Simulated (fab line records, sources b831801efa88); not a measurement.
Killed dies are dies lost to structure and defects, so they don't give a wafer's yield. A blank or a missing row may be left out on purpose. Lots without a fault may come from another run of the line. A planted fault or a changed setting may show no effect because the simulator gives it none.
Chamber matching | flow gf180mcu | GF_V1_CMP_04 on cmp-01: 4 sister chambers
The step polishes SiO2. 4 wafers are shown with their chamber, then 6 later ones without.

WAFERS WITH THEIR CHAMBER
wafer  | chamber | motor_current_A (A)
L800.6 | 1       | 12.6
L805.6 | 3       | 12.5
L806.2 | 0       | 13.0
L806.3 | 2       | 12.1

WAFERS WITHOUT THEIR CHAMBER
wafer  | motor_current_A (A)
L806.5 | 11.8
L808.1 | 12.1
L808.3 | 12.3
L808.4 | 12.7
L809.3 | 11.9
L810.3 | 12.0

WHICH CHAMBER EACH WENT THROUGH
wafer  | from the rows above          | in truth
L806.5 | 2                            | 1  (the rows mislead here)
L808.1 | 2                            | 2
L808.3 | can't be placed: 3 or 2 or 1 | 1
L808.4 | can't be placed: 1 or 3 or 0 | 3
L809.3 | 2                            | 2
L810.3 | 2                            | 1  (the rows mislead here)
Placed correctly: 2 of 6. Can't be placed from these rows: 2 (the true chamber is among the candidates in 2). Placed wrongly: 2.
How it was worked out, from the rows above alone: a wafer's distance from a chamber is the root of the sum, over the readings, of the square of ((its reading less the chamber's mean) divided by the reading's scatter). The wafer belongs to the nearest chamber; if the next one is less than 2 further off, it can't be placed. A chamber's mean is the mean of its shown wafers. The scatter: with one shown wafer a chamber, the root of the mean of the squares of how far each hidden wafer lies from its nearest shown one.
